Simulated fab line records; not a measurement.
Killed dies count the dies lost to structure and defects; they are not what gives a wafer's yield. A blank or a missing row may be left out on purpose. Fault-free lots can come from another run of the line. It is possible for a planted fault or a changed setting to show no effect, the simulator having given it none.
Struck lot and sound lot, side by side / flow sky130 / 15 out of 708 route steps
Sound: wafers L466.1, L466.4, L466.5. The struck wafers were L472.2, L472.3, L472.4. The cause is named last.
Per side, at each step with rows, come the tool, then ch with its chambers, and then its first start. Under that, the readings that differ: sound wafers / struck wafers / difference of the means / sigmas: that difference in standard deviations of wafers without a fault.
alike: a reading whose means differ by less than 2 such deviations, as well as words and numbers matching on both sides. not compared: withheld readings; readings where some wafer has no value; bounds like >300 that might hide an equal value; numbers whose values overlap and for which the record gives no deviation.
The two part at a step that has a row with sigmas, a row that says differs or no value, or rows on one side only. Non-overlapping numbers with no deviation appear without sigmas and do not part them. A reading missing from all wafers of one side parts the sides only when that side holds two or more wafers.

SKY_RES_XHIGH_TW_MEAS_09:
  struck on filmMetro-03, day 29 03:47; sound on filmMetro-03, day 26 20:38
  alike: RES_XHIGH_TW
then, 7 steps without rows for these wafers: SKY_SD_N_DEHYDRATE_00 (time 60 s); SKY_SD_N_HMDS_01 (prime time 60 s); SKY_SD_N_COAT_02 (resist thk 1140 nm); SKY_SD_N_SOFTBAKE_03 (time 60 s); SKY_SD_N_EXPOSE_04 (exposes mask NSDM, target cd 380 nm); SKY_SD_N_PEB_05; SKY_SD_N_DEVELOP_06 (develop time 60 s).
SKY_SD_N_CD_MEAS_07: the cd target is 380 nm.
  struck on cdSem-02, day 30 08:21; sound on cdSem-02, day 28 00:37
  alike: cdNm
SKY_SD_N_OVL_MEAS_08:
  struck on overlay-02, day 30 08:27; sound on overlay-02, day 28 00:44
  alike: SD_N_OVL
then, 2 steps without rows for these wafers: SKY_SD_N_IMPLANT_09; SKY_SD_N_IMPLANT_10.
SKY_SD_N_STRIP_11: strips in O2/N2.
  sound on plasmaAsher-03 ch 0,1, day 28 01:05; struck on plasmaAsher-03 ch 0,1, day 30 08:47
reading=oesProductAu (a.u.); sound=0.525 0.520 0.525; struck=0.303 0.316 0.292; difference=-0.220; sigmas=-48
reading=stripTimeToEndpointS (s); sound=22.57 22.54 22.58; struck=- - -; difference=no value on the struck wafers; sigmas=
reading=model.NOVOLAK_of_SD_N_COAT_02.thkNm (nm); sound=0 0 0; struck=869 869.6 866.7; difference=+868; sigmas=
  alike: drypumpMotorCurrentA
  not compared: rfHoursCounterH
SKY_SD_N_TW_MEAS_12:
  struck on filmMetro-01, day 30 08:53; sound on filmMetro-03, day 28 01:11
reading=SD_N_TW; sound=3975 3971 3973; struck=4010 4020 4036; difference=+49; sigmas=+2
-- a jump in the record: the struck wafers' starts before and after are 17 days apart (it breaks off in module SD_N and resumes in module PAD_OPEN, where the first step shown is number 708 of the route) --
SKY_PAD_OPEN_PROBE_99:
  struck on prober-02, day 47 16:50; sound on prober-02, day 46 02:09
reading=hold; sound=- - -; struck=awaitDispo/2.5h/scrap awaitDispo/2.5h/scrap awaitDispo/2.5h/scrap; difference=no value on the sound wafers; sigmas=
reading=killedAtFrontEnd; sound=15 21 15; struck=420 415 412; difference=+399; sigmas=+95
reading=killedDies; sound=89 89 75; struck=492 492 492; difference=+408; sigmas=+48
reading=killedOnRim; sound=16 16 16; struck=96 96 96; difference=+80; sigmas=+24
  alike: killed_at_M0_to_M3, killed_at_M4_up, killedAtContacts, killedAtOther, killedOpen, killedShort

== WHERE THEY PART ==
At SKY_SD_N_STRIP_11 first; at SKY_PAD_OPEN_PROBE_99 last (within this record only).

WHY: the cause the simulator had injected
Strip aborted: plasmaAsher-03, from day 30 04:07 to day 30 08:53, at SKY_SD_N_STRIP_11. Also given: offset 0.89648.
